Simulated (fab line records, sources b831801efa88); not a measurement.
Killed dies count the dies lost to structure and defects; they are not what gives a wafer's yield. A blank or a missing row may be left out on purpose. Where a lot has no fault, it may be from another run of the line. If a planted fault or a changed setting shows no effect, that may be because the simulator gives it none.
A lot that was struck, set against a sound lot	flow sky130	15 out of 708 route steps
Sound: wafers L129.3, L129.5, L129.6. Struck: wafers L118.1, L118.4. (L118.2 of the same lot was not struck and is left out.) The cause comes at the end.
Order at every step that has rows: each side's tool, ch and its chambers, its first start. Under that, the readings that differ: sound wafers	struck wafers	difference of the means	sigmas: that difference in standard deviations of wafers without a fault.
alike: words and numbers the same on both sides, and readings whose means are apart by under 2 such deviations; not compared: readings that were withheld, readings missing a value for some wafer, numbers with overlapping values and no deviation given by the record, and bounds like >300 which may hide the same value.
Wherever a step has rows on one side only, a row that says differs or no value, or a row with sigmas, the two part there. When numbers do not overlap yet have no deviation, they are printed without sigmas and do not part them. A reading that every wafer of one side lacks parts them only if that side has two wafers or more.

SKY_METAL2_THK_MEAS_06: measures by xrf.
  sound on film-metro-01, day 40 00:10; struck on film-metro-02, day 36 18:24
  alike: METAL2_ALCU_THK
then, 8 steps without rows for these wafers: SKY_METAL2_DEHYDRATE_07 (time 60 s); SKY_METAL2_HMDS_08 (prime time 60 s); SKY_METAL2_COAT_09 (resist thk 60 nm); SKY_METAL2_COAT_10 (resist thk 450 nm); SKY_METAL2_SOFTBAKE_11 (time 90 s); SKY_METAL2_EXPOSE_12 (exposes mask MM2, target cd 140 nm); SKY_METAL2_PEB_13; SKY_METAL2_DEVELOP_14 (develop time 60 s).
SKY_METAL2_CD_MEAS_15 targets a cd of 140 nm.
  sound on cd-sem-02, day 40 23:54; struck on cd-sem-02, day 37 19:38
reading	sound	struck	difference	sigmas
cd-nm (nm)	143.7 142.5 143.3	135.4 138.5	-6.2	-3
SKY_METAL2_OVL_MEAS_16:
  sound on overlay-02, day 41 00:00; struck on overlay-02, day 37 19:45
  alike: METAL2_OVL
SKY_METAL2_DESCUM_17: chemistry O2, time 8 s.
  sound on rie-metal-04 ch 0,1, day 41 00:02; struck on rie-metal-04 ch 0, day 37 19:47
  alike: drypump-motor-current-A, oes-product-au
  not compared: rf-hours-counter-h
SKY_METAL2_ETCH_18: etches BARC in N2/H2, stops on SiO2, time 45.9 s, target depth 60 nm.
  sound on rie-metal-04 ch 0,1, day 41 00:05; struck on rie-metal-04 ch 0, day 37 19:49
reading	sound	struck	difference	sigmas
rf-fwd-power-W (W)	499.4 499.3 494.7	575.0 574.5	+76.9	+30
model.KrF-thick_of_METAL2_COAT_10.thk-nm (nm)	393.6 393.4 392.9	385.3 385.1	-8.1	
  alike: drypump-motor-current-A, oes-product-au, throttle-valve-pct
  not compared: rf-hours-counter-h
SKY_METAL2_METAL_ETCH_19: etches the open film in Cl2/BCl3, stops on SiO2, target depth 360 nm, time 78 s.
  sound on rie-metal-04 ch 0,1, day 41 00:11; struck on rie-metal-04 ch 0, day 37 19:53
reading	sound	struck	difference	sigmas
model.KrF-thick_of_METAL2_COAT_10.thk-nm (nm)	161.8 161.3 160.3	153.1 154.4	-7.4	
  alike: drypump-motor-current-A, oes-product-au, rf-fwd-power-W, throttle-valve-pct
  not compared: rf-hours-counter-h
SKY_METAL2_STRIP_20: strips in O2/N2.
  sound on plasma-asher-02 ch 0,1, day 41 00:18; struck on plasma-asher-02 ch 0,1, day 37 19:58
reading	sound	struck	difference	sigmas
strip-time-to-endpoint-s (s)	2.73 2.71 2.72	2.63 2.63	-0.09	-3
  alike: drypump-motor-current-A, oes-product-au
  not compared: rf-hours-counter-h

== WHERE THEY PART ==
First at SKY_METAL2_CD_MEAS_15; last, within this record, at SKY_METAL2_STRIP_20.

WHY: the cause the simulator had injected
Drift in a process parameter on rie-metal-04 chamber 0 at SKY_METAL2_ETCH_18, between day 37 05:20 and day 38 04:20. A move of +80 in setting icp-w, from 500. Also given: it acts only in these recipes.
